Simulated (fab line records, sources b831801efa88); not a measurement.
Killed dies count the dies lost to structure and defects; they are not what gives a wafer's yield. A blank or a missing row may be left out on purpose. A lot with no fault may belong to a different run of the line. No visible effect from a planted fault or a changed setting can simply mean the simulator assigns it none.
Which tool is to blame? -- flow gf180mcu -- 21 wafers from 7 lots sampled at 2 of the route's 602 steps

== WHAT THE GAUGES READ, wafer by wafer ==
GF_M1_THK_MEAS_06: measures by xrf.
lot,measured,on,M1_ALCU_THK (nm)
L879,day 17 01:38,film_metro-04,440 443 440
L882,day 18 18:53,film_metro-01,445 441 446
L886,day 19 22:54,film_metro-04,441 444 442
L890,day 21 13:26,film_metro-02,444 446 445
L893,day 22 12:01,film_metro-02,443 441 443
L895,day 23 07:29,film_metro-01,442 443 442
L897,day 23 22:38,film_metro-01,440 441 441

== WHICH TOOL RAN EACH LOT (tool, then ch and the chambers of the sampled wafers, then the start) ==
lot,GF_NWELL_EXPOSE_04
L879,"iline_stepper-01 ch 0, day 3 11:58"
L882,"iline_stepper-02 ch 0, day 4 07:10"
L886,"iline_stepper-01, day 4 22:40"
L890,"iline_stepper-02 ch 0, day 5 19:49"
L893,"iline_stepper-02 ch 0, day 6 14:39"
L895,"iline_stepper-01 ch 0, day 7 02:26"
L897,"iline_stepper-01 ch 0, day 7 13:33"
- GF_NWELL_EXPOSE_04: exposes mask Nwell, target cd 860 nm.

== THE ANSWER, worked out from the rows above alone ==
Rule: the usual values come from the lots themselves. The widest of any qualifying gaps counts: lots, ordered by their means at a reading, are off when they make up no more than a third of the lots, leave a main group of 4 or more, and stand apart from it by 3 or more times the standard deviation of that group's means. A main group is skipped when, at the precision printed for the reading in the tables above, its means are all equal. A lot without any number at a reading at which 4 lots or more have one is off too. Any other lot the step has rows for is counted as sound.
No lot is off on any of the readings shown, so nothing can be concluded from this.

== WHAT WAS PUT IN BY THE SIMULATOR ==
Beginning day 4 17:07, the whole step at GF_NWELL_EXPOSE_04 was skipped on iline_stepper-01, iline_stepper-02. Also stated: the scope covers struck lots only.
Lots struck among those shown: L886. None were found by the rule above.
